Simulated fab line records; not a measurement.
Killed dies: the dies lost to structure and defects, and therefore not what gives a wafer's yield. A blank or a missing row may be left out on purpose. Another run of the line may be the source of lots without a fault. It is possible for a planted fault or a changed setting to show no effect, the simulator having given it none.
The same fault as seen by 2 desks	flow gf180mcu	numbers are kept per desk, each desk with only its own; the story behind them comes last

## THE TOOL OWNER'S DESK: cvd-w-02
The tool's own readings at GF_V1_CVD_23 (deposits W, target thk 350 nm, time 105.05 s): means of the sampled wafers that have a number, for each lot that ran on this tool. Marked OUT: a lot whose mean sits more than 4 standard deviations from the usual mean, which makes it out of limits; the brackets give that distance.
Columns: A = chamber-pressure-Torr at GF_V1_CVD_23, usual 40.00 Torr; B = heater-power-w at GF_V1_CVD_23, usual 763 W
lot	first seen here	A	B
L605	day 18 18:37	40.05	697
L606	day 19 09:51	42.18 (+24) OUT	751
L607	day 19 17:38	42.15 (+24) OUT	755
L624	day 25 19:37	40.03	756
L625	day 26 04:43	39.93	700
L626	day 26 05:24	39.97	703
This desk's verdict: out of limits on L606, L607, starting with L606 at day 19 09:51 (chamber-pressure-Torr at GF_V1_CVD_23). L605, L624, L625, L626 stayed within limits.

## THE METROLOGY DESK
Means of the sampled wafers that have a number, per lot and without regard to the tool the lot ran on: this is what the gauges read. Marked OUT: a lot whose mean sits more than 4 standard deviations from the usual mean, which makes it out of limits; the brackets give that distance.
Columns: A = cd-nm at GF_V1_CD_MEAS_14, usual 260.1 nm; B = V1_OVL at GF_V1_OVL_MEAS_15, usual 5 nm; C = V1_W_RS at GF_V1_RS_MEAS_24, usual 0.328 ohm/sq
lot	first seen here	A	B	C
L605	day 18 17:43	262.0	2	0.328
L606	day 19 08:56	259.2	7	0.316
L607	day 19 16:44	259.1	10	0.318
L624	day 25 18:42	260.6	11	0.325
L625	day 26 03:48	260.6	8	0.332
L626	day 26 04:27	261.5	-4	0.327
This desk's finding: nothing out of limits on any of the 6 lots.

## TAKEN TOGETHER
The tool owner's desk had the chance to raise an alarm at day 19 09:51 on L606, L607.
Metrology desk: nothing out of limits seen.
The metrology desk holds a record of L606, L607, inside its limits.
Of the lots named, all ran GF_V1_CVD_23 on cvd-w-02.

## WHAT WAS PUT IN BY THE SIMULATOR
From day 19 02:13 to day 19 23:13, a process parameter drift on cvd-w-02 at GF_V1_CVD_23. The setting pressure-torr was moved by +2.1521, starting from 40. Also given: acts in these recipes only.
Struck lots among those shown: L606, L607.
Delay in hours, fault start to first out-of-limits reading, by desk: the tool owner's desk at 8.
